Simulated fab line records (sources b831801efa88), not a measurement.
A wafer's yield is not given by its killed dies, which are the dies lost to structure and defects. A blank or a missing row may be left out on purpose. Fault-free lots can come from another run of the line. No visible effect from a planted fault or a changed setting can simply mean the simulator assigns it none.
Struck lot and sound lot, side by side + flow sky130 + 41 out of 708 route steps
Sound: the wafers L938.1, L938.2, L938.3. Wafers L945.1, L945.4, L945.5 were the ones struck. At the end, the cause is stated.
Order at every step that has rows: each side's tool, ch and its chambers, its first start. Under that, the readings that differ: sound wafers + struck wafers + difference of the means + sigmas: that difference in standard deviations of wafers without a fault.
alike: readings whose means differ by less than 2 such deviations, and words and numbers that are the same on both sides. not compared: withheld readings, readings that some wafer has no value for, bounds like >300 that may hide the same value, and numbers for which the record gives no deviation and whose values overlap.
The two part at a step that has a row with sigmas, a row that says differs or no value, or rows on one side only. Numbers that don't overlap but have no deviation are shown without sigmas and don't part them. A reading missing from all wafers of one side parts the sides only when that side holds two or more wafers.

first, 5 steps without rows for these wafers: SKY_GATE_OXIDE_COAT_05 (resist thk 1140 nm); SKY_GATE_OXIDE_SOFTBAKE_06 (time 60 s); SKY_GATE_OXIDE_EXPOSE_07 (exposes mask LVOM, target cd 600 nm); SKY_GATE_OXIDE_PEB_08; SKY_GATE_OXIDE_DEVELOP_09 (develop time 60 s).
SKY_GATE_OXIDE_OVL_MEAS_10:
  sound: overlay-02 at day 16 00:57; struck: overlay-02 at day 18 09:06
  alike: GATE_OXIDE_OVL
then, 2 steps without rows for these wafers: SKY_GATE_OXIDE_IMPLANT_11; SKY_GATE_OXIDE_WET_ETCH_12 (etches SiO2 in dHF, target depth 16.8 nm, time 336 s).
SKY_GATE_OXIDE_STRIP_13: strips in O2/N2.
  sound on plasma-asher-02 ch 0,1, day 16 01:14; struck on plasma-asher-02 ch 0,1, day 18 09:24
  alike: drypump-motor-current-A, oes-product-au, strip-time-to-endpoint-s
  not compared: rf-hours-counter-h
SKY_GATE_OXIDE_TW_MEAS_14:
  sound: film-metro-01 at day 16 01:20; struck: film-metro-03 at day 18 09:30
  alike: GATE_OXIDE_TW
then, 2 steps without rows for these wafers: SKY_GATE_OXIDE_CLEAN_15 (cleans in SC1/SC2, time 150 s); SKY_GATE_OXIDE_OXIDATION_16 (stabilise 600 s, purge 300 s, target thk 3.57 nm).
SKY_POLY_GATE_CVD_00: deposits poly-Si, target thk 180 nm, time 720 s.
  sound on lpcvd-01 ch 1, day 16 03:20; struck on lpcvd-01 ch 1, day 18 12:11
| reading                                       | sound             | struck            | difference | sigmas      |
|-----------------------------------------------|-------------------|-------------------|------------|-------------|
| pressure-mtorr (mTorr)                        | 200.0 199.9 200.0 | 240.0 239.7 240.1 | +40.0      | +99 or more |
| model.poly-Si_of_POLY_GATE_CVD_00.thk-nm (nm) | 176.9 176.5 178   | 196.2 198 196.5   | +19.8      |             |
  alike: spike-tc-lower-C, spike-tc-top-C
SKY_POLY_GATE_THK_MEAS_01:
  sound: film-metro-03 at day 16 04:32; struck: film-metro-03 at day 18 13:23
| reading                   | sound             | struck            | difference | sigmas |
|---------------------------|-------------------|-------------------|------------|--------|
| POLY_GATE_CVD_00_THK (nm) | 177.0 176.5 178.0 | 196.4 197.9 196.6 | +19.8      | +13    |
then, 8 steps without rows for these wafers: SKY_RES_PROTECT_DEHYDRATE_00 (time 60 s); SKY_RES_PROTECT_HMDS_01 (prime time 60 s); SKY_RES_PROTECT_COAT_02 (resist thk 1140 nm); SKY_RES_PROTECT_SOFTBAKE_03 (time 60 s); SKY_RES_PROTECT_EXPOSE_04 (exposes mask RPM, target cd 1270 nm); SKY_RES_PROTECT_PEB_05; SKY_RES_PROTECT_DEVELOP_06 (develop time 60 s); SKY_POLY_GATE_IMPLANT_02.
SKY_RES_PROTECT_STRIP_07: strips in O2/N2.
  sound on plasma-asher-03 ch 0,1, day 17 08:56; struck on plasma-asher-03 ch 0,1, day 19 18:57
  alike: drypump-motor-current-A, oes-product-au, strip-time-to-endpoint-s
  not compared: rf-hours-counter-h
SKY_RES_PROTECT_TW_MEAS_08:
  sound: film-metro-01 at day 17 09:02; struck: film-metro-04 at day 19 19:03
| reading      | sound          | struck         | difference | sigmas |
|--------------|----------------|----------------|------------|--------|
| POLY_GATE_TW | 3989 3980 3985 | 4093 4095 4097 | +110       | +2     |
SKY_RES_PROTECT_CLEAN_09: cleans in SC1/SC2, time 150 s.
  sound on wet-bench-03 ch 3, day 17 09:05; struck on wet-bench-02 ch 2, day 19 19:07
| reading                                       | sound             | struck            | difference | sigmas |
|-----------------------------------------------|-------------------|-------------------|------------|--------|
| model.poly-Si_of_POLY_GATE_CVD_00.thk-nm (nm) | 176.3 175.9 177.4 | 195.6 197.3 195.9 | +19.7      |        |
then, 1 step without rows for these wafers: SKY_POLY_GATE_CVD_03 (deposits Si3N4 from DCS/NH3, target thk 75 nm, time 1290 s).
SKY_POLY_GATE_THK_MEAS_04:
  sound: film-metro-02 at day 18 19:41; struck: film-metro-02 at day 19 20:31
  alike: POLY_GATE_CVD_03_THK
then, 8 steps without rows for these wafers: SKY_POLY_GATE_DEHYDRATE_05 (time 60 s); SKY_POLY_GATE_HMDS_06 (prime time 60 s); SKY_POLY_GATE_COAT_07 (resist thk 110 nm); SKY_POLY_GATE_COAT_08 (resist thk 450 nm); SKY_POLY_GATE_SOFTBAKE_09 (time 90 s); SKY_POLY_GATE_EXPOSE_10 (exposes mask P1M, target cd 150 nm); SKY_POLY_GATE_PEB_11; SKY_POLY_GATE_DEVELOP_12 (develop time 60 s).
SKY_POLY_GATE_CD_MEAS_13: the cd target is 150 nm.
  sound: cd-sem-02 at day 20 03:00; struck: cd-sem-02 at day 21 03:48
  alike: cd-nm
SKY_POLY_GATE_OVL_MEAS_14:
  sound: overlay-01 at day 20 03:07; struck: overlay-02 at day 21 03:55
  alike: POLY_GATE_OVL
SKY_POLY_GATE_ETCH_15: etches BARC in N2/H2, stops on SiO2, time 118.5 s, target depth 110 nm.
  sound on rie-diel-01 ch 0,1,3, day 20 03:10; struck on rie-diel-01 ch 0,2, day 21 03:58
  alike: drypump-motor-current-A, oes-product-au, throttle-valve-pct
  not compared: rf-hours-counter-h
SKY_POLY_GATE_ETCH_16: etches Si3N4 in CH3F/O2, stops on poly-Si, time 147.5 s, target depth 75 nm.
  sound on rie-diel-01 ch 0,1,3, day 20 03:14; struck on rie-diel-01 ch 0,2, day 21 04:02
  alike: drypump-motor-current-A, oes-product-au, throttle-valve-pct
  not compared: rf-hours-counter-h
SKY_POLY_GATE_ETCH_17: etches poly-Si in HBr/Cl2, stops on SiO2, target depth 180 nm, time 70.5 s.
  sound on rie-si-01 ch 1,2,3, day 20 03:20; struck on rie-si-01 ch 2,3, day 21 04:08
| reading                               | sound             | struck            | difference | sigmas |
|---------------------------------------|-------------------|-------------------|------------|--------|
| oes-product-au (a.u.)                 | 0.979 0.972 0.984 | 1.014 1.009 0.993 | +0.027     | +4     |
| model.etch.depth-nm (nm)              | 176.3 175.9 177.4 | 182.1 183.2 180.1 | +5.3       |        |
| model.POLY_GATE.feature-depth-nm (nm) | 176.3 175.9 177.4 | 182.1 183.2 180.1 | +5.3       |        |
  alike: drypump-motor-current-A, throttle-valve-pct
  not compared: rf-hours-counter-h
SKY_POLY_GATE_STRIP_18: strips in O2/N2.
  sound on plasma-asher-01 ch 0,1, day 20 03:24; struck on plasma-asher-02 ch 0,1, day 21 04:12
  alike: drypump-motor-current-A, oes-product-au, strip-time-to-endpoint-s
  not compared: rf-hours-counter-h

WHERE THEY PART
Last at SKY_POLY_GATE_ETCH_17 as far as this record goes, first at SKY_POLY_GATE_CVD_00. Later steps at which nothing parts them and some readings are alike: SKY_POLY_GATE_STRIP_18.

WHY: what had been put in by the simulator
lpcvd-01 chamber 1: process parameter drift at SKY_POLY_GATE_CVD_00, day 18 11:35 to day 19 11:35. A move of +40 in setting pressure-mtorr, from 200.
